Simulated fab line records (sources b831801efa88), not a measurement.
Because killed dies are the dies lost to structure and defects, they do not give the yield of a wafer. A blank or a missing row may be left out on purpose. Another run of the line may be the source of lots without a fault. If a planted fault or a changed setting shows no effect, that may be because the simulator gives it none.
Problem report in the 8D (eight disciplines) form, filled by code -- flow gf180mcu -- the parts of the form that need people (team, actions taken, sign-off) are left out

== 1. PROBLEM STATEMENT ==
At GF_VT_IMPLANT_SOFTBAKE_14, heater_power_total_W averages 57.34 W over 6 wafers from 2 lots, while fault-free wafers read 56.60 W, standard deviation 0.047. That puts it +16 standard deviations away from the usual mean.
The step: time 60 s.
Seen first at day 11 11:14 on litho_track-03, wafer L177.1. At this step, 42 wafers from 14 lots have a number in the record. Rule for "out", or "out of limits": more than 4 standard deviations from the usual mean. Any other wafer with a number is counted as sound.

== 2. WHAT IT IS; WHAT IT IS NOT ==
question,is,is not
which readings at this step,"heater_power_total_W, run_length_s",-
which lots,"L177, L178","L156, L159, L160, L161, L162, L163, L164, L165, L167, L168, L172, L179"
which wafers of those lots,all that have a number,-
read on which tools,litho_track-03,"litho_track-01, litho_track-04"
when,from day 11 11:14,up to then (33 sound wafers); but 3 sound wafers of L179 came after

== 3. WHAT RULES OUT EACH SUSPECT ==
Counting: a tool at a process step up to the reading stays a suspect if it ran every lot that is out and no sound lot after the first of them.
- litho_track-03 at GF_VT_IMPLANT_SOFTBAKE_14 (time 60 s): kept. It processed each lot that is out, first L177 at day 11 11:14, and no sound lot thereafter; up to then, the last sound lot it processed was L165 at day 8 07:47. On those wafers its own readings are out: heater_power_total_W, run_length_s.
Left after counting: litho_track-03 at GF_VT_IMPLANT_SOFTBAKE_14.

== 4. THE CAUSE (what the simulator had put in) ==
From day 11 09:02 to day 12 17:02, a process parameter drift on litho_track-03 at GF_VT_IMPLANT_SOFTBAKE_14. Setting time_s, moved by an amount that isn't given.
The count eliminated every tool but this one.

== 5. THE CHAIN OF EFFECTS, in route order ==
One row per reading whose mean, taken over the struck wafers that have a number, lies over 3 standard deviations from the usual. Only readings for which the record gives a usual standard deviation are gone through. hours: the time from each lot's start at the first step in this table that gives one to its start at this step, as a median over the lots. sigmas: the change in usual standard deviations.
hours,step,reading,usual,on struck wafers,change,sigmas
0,GF_VT_IMPLANT_SOFTBAKE_14,heater_power_total_W,56.60 W,57.34,+0.74,+16
0,GF_VT_IMPLANT_SOFTBAKE_14,run_length_s,88.96 s,86.97,-1.99,-12
The process steps in it:
- GF_VT_IMPLANT_SOFTBAKE_14: time 60 s.
Later steps that measure or inspect, where all struck wafers having a row at the step show a number for every such reading and not one has moved that far: GF_VT_IMPLANT_TW_MEAS_21.

== 6. HOW IT WOULD HAVE BEEN CAUGHT EARLIER ==
The fault began at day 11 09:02; the first out-of-limits reading in this record came at day 11 11:14, 2 hours later.
